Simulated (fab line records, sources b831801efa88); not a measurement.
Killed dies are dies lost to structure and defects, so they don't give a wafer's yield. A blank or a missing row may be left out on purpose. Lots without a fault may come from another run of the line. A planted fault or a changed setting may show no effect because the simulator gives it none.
Problem report in the 8D (eight disciplines) form, filled by code | flow sky130 | the parts of the form that need people (team, actions taken, sign-off) are left out

1. THE PROBLEM
oes_product_au at SKY_FIELD_ISO_ETCH_17 reads a mean of 0.889 a.u. on 6 wafers of 2 lots; wafers without a fault read 0.999 a.u. with a standard deviation of 0.011. That is -10 standard deviations from the usual mean.
The step: etches Si in HBr/Cl2/O2, target depth 342 nm, time 97.7 s.
First seen on wafer L203.1, day 6 05:25, on rie_si-02. The record holds 39 wafers of 13 lots with a number at this step. Rule for "out", or "out of limits": more than 4 standard deviations from the usual mean. The other wafers with a number count as sound.

2. WHAT IT IS AND WHAT IT IS NOT
question                    | is                                 | is not
which readings at this step | oes_product_au, throttle_valve_pct | -
which lots                  | L203, L204                         | L186, L188, L191, L192, L193, L194, L200, L205, L206, L207, L208
which wafers of those lots  | all that have a number             | -
read on which tools         | rie_si-02                          | rie_si-01
when                        | from day 6 05:25                   | up to then (21 sound wafers); but 12 sound wafers of L205, L206, L207, L208 came after

3. SUSPECTS, AND WHAT RULES EACH OUT
Counting: a tool at a process step up to the reading stays a suspect if it ran every lot that is out and no sound lot after the first of them.
- rie_si-02 at SKY_FIELD_ISO_ETCH_17 (etches Si in HBr/Cl2/O2, target depth 342 nm, time 97.7 s): kept. It ran every lot that is out, first L203 (day 6 05:25), and no sound lot after that; its last sound lot up to then is L200 (day 5 12:34). Its own readings are out on those wafers: oes_product_au, throttle_valve_pct.
Left after counting: rie_si-02 at SKY_FIELD_ISO_ETCH_17.

4. THE CAUSE (what the simulator had put in)
Process parameter drift: rie_si-02, from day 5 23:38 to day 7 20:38, at SKY_FIELD_ISO_ETCH_17. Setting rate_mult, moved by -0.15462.
Counting left only this tool.

5. THE CHAIN OF EFFECTS, in route order
Each row: a reading whose mean over the struck wafers that have a number lies more than 3 standard deviations from the usual. Only readings for which the record gives a usual standard deviation are gone through. hours: the time from each lot's start at the first step in this table that gives one to its start at this step, as a median over the lots. sigmas: the change in usual standard deviations.
hours | step                  | reading            | usual      | on struck wafers | change | sigmas
0     | SKY_FIELD_ISO_ETCH_17 | oes_product_au     | 0.999 a.u. | 0.889            | -0.110 | -10
0     | SKY_FIELD_ISO_ETCH_17 | throttle_valve_pct | 25.659 %   | 25.732           | +0.073 | +7.3
The process steps in it:
- SKY_FIELD_ISO_ETCH_17: etches Si in HBr/Cl2/O2, target depth 342 nm, time 97.7 s.

6. WHAT WOULD HAVE CAUGHT IT SOONER
In this record the first reading out of limits was taken at day 6 05:25, 6 hours after the fault began at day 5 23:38.
